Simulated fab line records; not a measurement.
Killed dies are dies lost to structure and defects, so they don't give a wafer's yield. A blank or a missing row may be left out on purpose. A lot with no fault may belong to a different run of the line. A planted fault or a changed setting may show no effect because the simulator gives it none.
Which of the tools did it? :: flow sky130 :: 48 wafers from 16 lots sampled at 5 of the route's 708 steps

== WHAT EACH GAUGE READ, for each wafer ==
SKY_NWELL_RS_MEAS_29: measurement is done with a four-point probe.
lot: L191
measured: day 5 16:23
on: film metro-01
NWELL_RS (ohm/sq): 627.0 627.9 627.0

lot: L192
measured: day 5 20:18
on: film metro-01
NWELL_RS (ohm/sq): 625.8 625.0 624.2

lot: L193
measured: day 6 04:00
on: film metro-02
NWELL_RS (ohm/sq): 624.0 626.2 624.8

lot: L194
measured: day 6 09:47
on: film metro-01
NWELL_RS (ohm/sq): 625.6 625.4 629.0

lot: L195
measured: day 6 13:59
on: film metro-02
NWELL_RS (ohm/sq): 630.5 630.8 630.7

lot: L196
measured: day 6 19:27
on: film metro-02
NWELL_RS (ohm/sq): 627.9 627.9 627.5

lot: L197
measured: day 7 01:49
on: film metro-02
NWELL_RS (ohm/sq): 628.6 628.9 627.5

lot: L198
measured: day 7 06:57
on: film metro-02
NWELL_RS (ohm/sq): 628.2 625.8 626.3

lot: L199
measured: day 7 19:24
on: film metro-01
NWELL_RS (ohm/sq): 628.5 628.9 627.0

lot: L200
measured: day 7 19:50
on: film metro-03
NWELL_RS (ohm/sq): 625.8 628.7 628.1

lot: L201
measured: day 8 01:27
on: film metro-02
NWELL_RS (ohm/sq): 630.0 630.3 629.3

lot: L202
measured: day 8 06:57
on: film metro-01
NWELL_RS (ohm/sq): 627.2 629.1 630.8

lot: L203
measured: day 8 11:00
on: film metro-03
NWELL_RS (ohm/sq): 628.9 629.0 629.7

lot: L204
measured: day 9 00:39
on: film metro-03
NWELL_RS (ohm/sq): 629.3 628.5 629.5

lot: L205
measured: day 9 09:26
on: film metro-02
NWELL_RS (ohm/sq): 626.8 628.6 630.2

lot: L206
measured: day 9 11:11
on: film metro-01
NWELL_RS (ohm/sq): 629.4 627.6 628.4

SKY_VT_ADJUST_HVTP_TW_MEAS_11.
lot: L191
measured: day 6 11:08
on: film metro-02
VT_ADJUST_HVTP_TW: 1356 1348 1355

lot: L192
measured: day 6 14:57
on: film metro-01
VT_ADJUST_HVTP_TW: 1337 1338 1340

lot: L193
measured: day 6 22:52
on: film metro-04
VT_ADJUST_HVTP_TW: 1342 1345 1338

lot: L194
measured: day 7 05:16
on: film metro-04
VT_ADJUST_HVTP_TW: 1344 1340 1346

lot: L195
measured: day 7 09:55
on: film metro-01
VT_ADJUST_HVTP_TW: 1348 1348 1340

lot: L196
measured: day 7 15:44
on: film metro-04
VT_ADJUST_HVTP_TW: 1339 1339 1350

lot: L197
measured: day 7 22:15
on: film metro-04
VT_ADJUST_HVTP_TW: 1344 1335 1343

lot: L198
measured: day 8 03:55
on: film metro-02
VT_ADJUST_HVTP_TW: 1357 1358 1351

lot: L199
measured: day 8 15:43
on: film metro-04
VT_ADJUST_HVTP_TW: 1344 1346 1344

lot: L200
measured: day 8 16:01
on: film metro-04
VT_ADJUST_HVTP_TW: 1344 1340 1343

lot: L201
measured: day 8 21:58
on: film metro-01
VT_ADJUST_HVTP_TW: 1343 1339 1337

lot: L202
measured: day 9 03:56
on: film metro-01
VT_ADJUST_HVTP_TW: 1340 1333 1332

lot: L203
measured: day 9 08:25
on: film metro-02
VT_ADJUST_HVTP_TW: 760 759 762

lot: L204
measured: day 9 22:56
on: film metro-04
VT_ADJUST_HVTP_TW: 754 759 756

lot: L205
measured: day 10 07:41
on: film metro-01
VT_ADJUST_HVTP_TW: 747 747 752

lot: L206
measured: day 10 09:04
on: film metro-02
VT_ADJUST_HVTP_TW: 752 756 756

SKY_VT_ADJUST_HVTR_OVL_MEAS_08.
lot: L191
measured: day 9 19:28
on: overlay-01
VT_ADJUST_HVTR_OVL (nm): -0.4 -0.3 -0.2

lot: L192
measured: day 10 01:19
on: overlay-01
VT_ADJUST_HVTR_OVL (nm): 0.7 1.3 1.3

lot: L193
measured: day 10 10:58
on: overlay-02
VT_ADJUST_HVTR_OVL (nm): -0.5 -2.8 -0.7

lot: L194
measured: day 10 17:19
on: overlay-02
VT_ADJUST_HVTR_OVL (nm): 1.3 1.7 0.0

lot: L195
measured: day 10 23:17
on: overlay-01
VT_ADJUST_HVTR_OVL (nm): 1.1 0.5 1.7

lot: L196
measured: day 11 04:39
on: overlay-01
VT_ADJUST_HVTR_OVL (nm): -0.3 0.6 1.2

lot: L197
measured: day 11 14:04
on: overlay-02
VT_ADJUST_HVTR_OVL (nm): 1.1 1.8 1.7

lot: L198
measured: day 11 19:15
on: overlay-01
VT_ADJUST_HVTR_OVL (nm): 0.3 1.5 0.5

lot: L199
measured: day 12 08:51
on: overlay-01
VT_ADJUST_HVTR_OVL (nm): 2.7 1.0 2.1

lot: L200
measured: day 12 09:47
on: overlay-02
VT_ADJUST_HVTR_OVL (nm): -2.3 -3.8 -2.8

lot: L201
measured: day 12 17:46
on: overlay-01
VT_ADJUST_HVTR_OVL (nm): -1.8 -2.9 -1.4

lot: L202
measured: day 12 23:58
on: overlay-02
VT_ADJUST_HVTR_OVL (nm): -0.3 0.4 -1.9

lot: L203
measured: day 13 05:01
on: overlay-02
VT_ADJUST_HVTR_OVL (nm): 0.0 0.5 0.5

lot: L204
measured: day 13 22:12
on: overlay-01
VT_ADJUST_HVTR_OVL (nm): 3.3 3.3 1.2

lot: L205
measured: day 14 09:04
on: overlay-01
VT_ADJUST_HVTR_OVL (nm): 1.9 0.7 1.4

lot: L206
measured: day 14 10:20
on: overlay-01
VT_ADJUST_HVTR_OVL (nm): -3.1 -3.1 -3.0

== WHAT TOOL EACH LOT RAN ON (gives the tool, then ch and the chambers of the sampled wafers, and finally the start) ==
lot: L191
SKY_FIELD_ISO_ETCH_17: rie si-01 ch 0,1,2, day 2 10:56
SKY_VT_ADJUST_HVTP_IMPLANT_09: implanter-04 ch 0, day 6 10:55

lot: L192
SKY_FIELD_ISO_ETCH_17: rie si-01 ch 0,1,2, day 2 15:19
SKY_VT_ADJUST_HVTP_IMPLANT_09: implanter-01 ch 0, day 6 14:43

lot: L193
SKY_FIELD_ISO_ETCH_17: rie si-01 ch 1,2, day 2 21:34
SKY_VT_ADJUST_HVTP_IMPLANT_09: implanter-03 ch 0, day 6 22:37

lot: L194
SKY_FIELD_ISO_ETCH_17: rie si-02 ch 1,2, day 3 02:10
SKY_VT_ADJUST_HVTP_IMPLANT_09: implanter-04 ch 0, day 7 05:01

lot: L195
SKY_FIELD_ISO_ETCH_17: rie si-01 ch 1,3, day 3 07:18
SKY_VT_ADJUST_HVTP_IMPLANT_09: implanter-03 ch 0, day 7 09:40

lot: L196
SKY_FIELD_ISO_ETCH_17: rie si-02 ch 1,2,3, day 3 12:01
SKY_VT_ADJUST_HVTP_IMPLANT_09: implanter-03 ch 0, day 7 15:29

lot: L197
SKY_FIELD_ISO_ETCH_17: rie si-02 ch 0,2, day 3 17:18
SKY_VT_ADJUST_HVTP_IMPLANT_09: implanter-04 ch 0, day 7 22:01

lot: L198
SKY_FIELD_ISO_ETCH_17: rie si-02 ch 1,2,3, day 3 21:25
SKY_VT_ADJUST_HVTP_IMPLANT_09: implanter-03 ch 0, day 8 03:40

lot: L199
SKY_FIELD_ISO_ETCH_17: rie si-02 ch 0,3, day 4 06:36
SKY_VT_ADJUST_HVTP_IMPLANT_09: implanter-01 ch 0, day 8 15:28

lot: L200
SKY_FIELD_ISO_ETCH_17: rie si-01 ch 1,2, day 4 09:03
SKY_VT_ADJUST_HVTP_IMPLANT_09: implanter-03 ch 0, day 8 15:49

lot: L201
SKY_FIELD_ISO_ETCH_17: rie si-02 ch 1,3, day 4 13:40
SKY_VT_ADJUST_HVTP_IMPLANT_09: implanter-03 ch 0, day 8 21:43

lot: L202
SKY_FIELD_ISO_ETCH_17: rie si-02 ch 1,3, day 4 19:46
SKY_VT_ADJUST_HVTP_IMPLANT_09: implanter-03 ch 0, day 9 03:42

lot: L203
SKY_FIELD_ISO_ETCH_17: rie si-02 ch 0,1,3, day 5 00:07
SKY_VT_ADJUST_HVTP_IMPLANT_09: implanter-01 ch 0, day 9 08:10

lot: L204
SKY_FIELD_ISO_ETCH_17: rie si-01 ch 0,1,2, day 5 06:55
SKY_VT_ADJUST_HVTP_IMPLANT_09: implanter-03 ch 0, day 9 22:41

lot: L205
SKY_FIELD_ISO_ETCH_17: rie si-01 ch 0,1,2, day 5 12:07
SKY_VT_ADJUST_HVTP_IMPLANT_09: implanter-01 ch 0, day 10 07:28

lot: L206
SKY_FIELD_ISO_ETCH_17: rie si-02 ch 2,3, day 5 16:47
SKY_VT_ADJUST_HVTP_IMPLANT_09: implanter-01 ch 0, day 10 08:50
- SKY_FIELD_ISO_ETCH_17: etches Si in HBr/Cl2/O2, target depth 342 nm, time 97.7 s.
- SKY_VT_ADJUST_HVTP_IMPLANT_09

== WHAT THE TOOLS THEMSELVES READ (means of the sampled wafers that have a number; where no wafer has one, the mark that the record gives instead) ==
SKY_FIELD_ISO_ETCH_17.
lot: L191
tool: rie si-01
drypump motor current A (A): 5.4
he backside leak sccm (sccm): 2.6
oes product au (a.u.): 1.007
throttle valve pct (%): 25.643

lot: L192
tool: rie si-01
drypump motor current A (A): 5.4
he backside leak sccm (sccm): 2.6
oes product au (a.u.): 1.007
throttle valve pct (%): 25.642

lot: L193
tool: rie si-01
drypump motor current A (A): 5.4
he backside leak sccm (sccm): 2.8
oes product au (a.u.): 1.006
throttle valve pct (%): 25.646

lot: L194
tool: rie si-02
drypump motor current A (A): 5.7
he backside leak sccm (sccm): 2.7
oes product au (a.u.): 1.000
throttle valve pct (%): 25.655

lot: L195
tool: rie si-01
drypump motor current A (A): 5.2
he backside leak sccm (sccm): 2.6
oes product au (a.u.): 1.003
throttle valve pct (%): 25.655

lot: L196
tool: rie si-02
drypump motor current A (A): 6.0
he backside leak sccm (sccm): 2.8
oes product au (a.u.): 0.992
throttle valve pct (%): 25.656

lot: L197
tool: rie si-02
drypump motor current A (A): 6.0
he backside leak sccm (sccm): 2.8
oes product au (a.u.): 1.001
throttle valve pct (%): 25.655

lot: L198
tool: rie si-02
drypump motor current A (A): 6.0
he backside leak sccm (sccm): 2.8
oes product au (a.u.): 1.004
throttle valve pct (%): 25.662

lot: L199
tool: rie si-02
drypump motor current A (A): 6.0
he backside leak sccm (sccm): 2.8
oes product au (a.u.): 0.999
throttle valve pct (%): 25.660

lot: L200
tool: rie si-01
drypump motor current A (A): 5.3
he backside leak sccm (sccm): 2.7
oes product au (a.u.): 1.007
throttle valve pct (%): 25.643

lot: L201
tool: rie si-02
drypump motor current A (A): 5.9
he backside leak sccm (sccm): 2.7
oes product au (a.u.): 0.991
throttle valve pct (%): 25.664

lot: L202
tool: rie si-02
drypump motor current A (A): 5.7
he backside leak sccm (sccm): 2.6
oes product au (a.u.): 0.983
throttle valve pct (%): 25.661

lot: L203
tool: rie si-02
drypump motor current A (A): 5.8
he backside leak sccm (sccm): 2.7
oes product au (a.u.): 1.003
throttle valve pct (%): 25.646

lot: L204
tool: rie si-01
drypump motor current A (A): 5.4
he backside leak sccm (sccm): 2.6
oes product au (a.u.): 1.007
throttle valve pct (%): 25.659

lot: L205
tool: rie si-01
drypump motor current A (A): 5.4
he backside leak sccm (sccm): 3.1
oes product au (a.u.): 1.006
throttle valve pct (%): 25.653

lot: L206
tool: rie si-02
drypump motor current A (A): 6.4
he backside leak sccm (sccm): 3.4
oes product au (a.u.): 0.999
throttle valve pct (%): 25.660

SKY_VT_ADJUST_HVTP_IMPLANT_09.
lot: L191
tool: implanter-04
beam on s (s): 10.03

lot: L192
tool: implanter-01
beam on s (s): 9.93

lot: L193
tool: implanter-03
beam on s (s): 10.16

lot: L194
tool: implanter-04
beam on s (s): 9.78

lot: L195
tool: implanter-03
beam on s (s): 10.04

lot: L196
tool: implanter-03
beam on s (s): 10.06

lot: L197
tool: implanter-04
beam on s (s): 9.94

lot: L198
tool: implanter-03
beam on s (s): 9.75

lot: L199
tool: implanter-01
beam on s (s): 10.10

lot: L200
tool: implanter-03
beam on s (s): 9.91

lot: L201
tool: implanter-03
beam on s (s): 10.09

lot: L202
tool: implanter-03
beam on s (s): 9.98

lot: L203
tool: implanter-01
beam on s (s): 9.81

lot: L204
tool: implanter-03
beam on s (s): 10.05

lot: L205
tool: implanter-01
beam on s (s): 10.05

lot: L206
tool: implanter-01
beam on s (s): 10.13

== THE ANSWER, worked out from the rows above alone ==
Rule: the lots themselves supply what counts as usual. Put in order of their means at a reading, lots are off if they are a third of the lots or fewer, leave a main group of 4 or more, and stand apart from it by a gap of 3 or more times the standard deviation of the main group's means; of several such gaps the widest counts. A main group whose means are all the same, to the digits that the tables above print for the reading, isn't used. A lot without any number at a reading at which 4 lots or more have one is off too. All remaining lots with rows at the step are treated as sound. Order of review: gauges by route order, followed by the tools' own readings, for which a lot's mean as printed above is used. At the first step where some lot is off, the reading lying furthest off is the one used; lots without a number count as furthest.
Off: L203, L204, L205, L206, seen at SKY_VT_ADJUST_HVTP_TW_MEAS_11 (VT_ADJUST_HVTP_TW). Mean 1344 and standard deviation 5.5 in the main group.
A tool fits if, at a process step before that reading, it ran every lot that is off, and no sound lot after the first of them. Gauges at SKY_VT_ADJUST_HVTP_TW_MEAS_11: tried the same way as those tools. None of those tried fits.

== WHAT WAS PUT IN BY THE SIMULATOR ==
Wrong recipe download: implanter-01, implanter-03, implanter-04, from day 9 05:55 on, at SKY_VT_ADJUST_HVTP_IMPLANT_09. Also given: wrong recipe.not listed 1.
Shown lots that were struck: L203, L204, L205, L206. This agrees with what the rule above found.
